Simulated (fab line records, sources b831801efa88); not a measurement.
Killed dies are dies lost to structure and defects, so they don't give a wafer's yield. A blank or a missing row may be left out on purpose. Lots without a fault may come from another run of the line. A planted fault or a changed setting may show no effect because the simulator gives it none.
Which tool did it? | flow gf180mcu | 13 lots, 39 wafers sampled, at 4 steps of a route of 602

WHAT THE GAUGES READ, wafer by wafer
GF_POLY_GATE_OVL_MEAS_11. Usual: POLY_GATE_OVL 3 nm, standard deviation 5.5.
lot  | measured     | on         | POLY_GATE_OVL (nm) | flag
L189 | day 9 13:11  | overlay-01 | -6 2 3             |
L190 | day 9 18:03  | overlay-02 | -4 7 4             |
L191 | day 10 03:38 | overlay-02 | 1 6 3              |
L192 | day 10 10:02 | overlay-02 | 7 -2 3             |
L194 | day 11 00:36 | overlay-02 | 18 9 10            |
L195 | day 11 10:23 | overlay-01 | 6 8 6              |
L198 | day 12 04:56 | overlay-02 | 1 -6 10            |
L201 | day 13 07:44 | overlay-02 | 11 2 5             |
L206 | day 14 13:05 | overlay-02 | 1 -12 5            |
L207 | day 14 20:43 | overlay-01 | 3 1 1              |
L209 | day 15 10:11 | overlay-02 | -3 10 3            |
L210 | day 15 16:56 | overlay-01 | 7 5 4              |
L211 | day 16 01:17 | overlay-01 | 2 -3 4             |

GF_HV_LDD_OVL_MEAS_20. Usual: HV_LDD_01_OVL 0.3 nm, standard deviation 1.3.
lot  | measured     | on         | HV_LDD_01_OVL (nm) | flag
L189 | day 11 03:35 | overlay-01 | -0.4 -1.1 -0.2     |
L190 | day 11 10:42 | overlay-01 | 0.5 -0.3 0.7       |
L191 | day 11 17:47 | overlay-02 | 2.0 -2.3 0.8       |
L192 | day 12 00:14 | overlay-02 | 1.1 0.3 1.2        |
L194 | day 12 21:27 | overlay-02 | -1.4 0.4 -0.1      |
L195 | day 13 06:34 | overlay-02 | 1.4 1.0 2.0        |
L198 | day 13 23:20 | overlay-02 | -1.3 2.0 -0.4      |
L201 | day 15 04:49 | overlay-01 | -0.9 0.0 1.9       |
L206 | day 16 11:53 | overlay-02 | 0.2 0.6 -0.9       |
L207 | day 16 20:59 | overlay-01 | 2.7 2.4 1.1        |
L209 | day 17 11:11 | overlay-02 | -1.2 -0.2 1.8      |
L210 | day 17 15:53 | overlay-02 | -0.2 0.5 0.3       |
L211 | day 18 00:20 | overlay-01 | 1.7 1.8 2.9        |

GF_HV_LDD_TW_MEAS_23. Usual: HV_LDD_2_TW 1056, standard deviation 5.3.
lot  | measured     | on            | HV_LDD_2_TW    | flag
L189 | day 11 03:53 | film_metro-02 | 1060 1056 1056 |
L190 | day 11 11:01 | film_metro-02 | 1057 1061 1061 |
L191 | day 11 18:04 | film_metro-04 | 1053 1053 1056 |
L192 | day 12 00:31 | film_metro-02 | 1051 1059 1055 |
L194 | day 12 21:44 | film_metro-04 | 1057 1059 1064 |
L195 | day 13 06:52 | film_metro-03 | 1049 1052 1051 |
L198 | day 13 23:38 | film_metro-03 | 1159 1159 1157 | OFF
L201 | day 15 05:07 | film_metro-03 | 1164 1166 1163 | OFF
L206 | day 16 12:11 | film_metro-03 | 1052 1047 1054 |
L207 | day 16 21:16 | film_metro-03 | 1051 1049 1049 |
L209 | day 17 11:28 | film_metro-02 | 1058 1053 1050 |
L210 | day 17 16:11 | film_metro-02 | 1058 1055 1065 |
L211 | day 18 00:38 | film_metro-02 | 1058 1057 1055 |

WHICH TOOL RAN EACH LOT (tool, then ch and the chambers of the sampled wafers, then the start)
lot  | GF_HV_LDD_IMPLANT_21
L189 | implanter-04 ch 0, day 11 03:39
L190 | implanter-02 ch 0, day 11 10:46
L191 | implanter-03 ch 0, day 11 17:50
L192 | implanter-02 ch 0, day 12 00:16
L194 | implanter-02 ch 0, day 12 21:31
L195 | implanter-04 ch 0, day 13 06:37
L198 | implanter-04 ch 0, day 13 23:24
L201 | implanter-04 ch 0, day 15 04:52
L206 | implanter-02 ch 0, day 16 11:56
L207 | implanter-02 ch 0, day 16 21:01
L209 | implanter-03 ch 0, day 17 11:13
L210 | implanter-02 ch 0, day 17 15:56
L211 | implanter-02 ch 0, day 18 00:23
- GF_HV_LDD_IMPLANT_21

WHAT THE TOOLS THEMSELVES READ (means of the sampled wafers that have a number; where no wafer has one, the mark that the record gives instead)
GF_HV_LDD_IMPLANT_21. Usual: beam_energy_keV 25.000, standard deviation 0.0075.
lot  | tool         | beam_energy_keV | flag
L189 | implanter-04 | 25.002          |
L190 | implanter-02 | 24.995          |
L191 | implanter-03 | 25.004          |
L192 | implanter-02 | 25.004          |
L194 | implanter-02 | 25.003          |
L195 | implanter-04 | 24.992          |
L198 | implanter-04 | 35.920          | OFF
L201 | implanter-04 | 35.912          | OFF
L206 | implanter-02 | 25.004          |
L207 | implanter-02 | 25.002          |
L209 | implanter-03 | 25.014          |
L210 | implanter-02 | 24.997          |
L211 | implanter-02 | 25.000          |

THE ANSWER, worked out from the rows above alone
Rule: a lot is off if the mean of its wafers that have a number lies more than 3 standard deviations from the usual mean. A lot without any number at a reading at which 4 lots or more have one is off too. The other lots that the step has rows for count as sound. The gauges are gone through in route order, then the tools' own readings, and for those a lot's mean is taken as printed above. The first step at which some lot is off is used, and at that step the reading that is off furthest; a lot without a number counts as furthest.
Off: L198, L201, at GF_HV_LDD_TW_MEAS_23 (HV_LDD_2_TW).
A tool fits if, at a process step before that reading, it ran every lot that is off, and no sound lot after the first of them. The gauges at GF_HV_LDD_TW_MEAS_23 aren't tried: what is off there is off at GF_HV_LDD_IMPLANT_21 too, on other tools, and a gauge's error can't cause that. One fits: implanter-04 at GF_HV_LDD_IMPLANT_21. Its last sound lot is L195 (day 13 06:37), its first lot that is off L198 (day 13 23:24): a fault that began between those two fits.
The tool's own readings at GF_HV_LDD_IMPLANT_21 bear it out: on the lots that are off they differ by more than 5 times the standard deviation of the sound lots' means. beam_energy_keV reads 35.916 there against 25.002 on the sound lots.

WHAT THE SIMULATOR HAD PUT IN
Process parameter drift: implanter-04, from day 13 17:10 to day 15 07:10, at GF_HV_LDD_IMPLANT_21. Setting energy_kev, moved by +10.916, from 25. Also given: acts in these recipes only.
Lots struck among those shown: L198, L201. The rule above found the same.
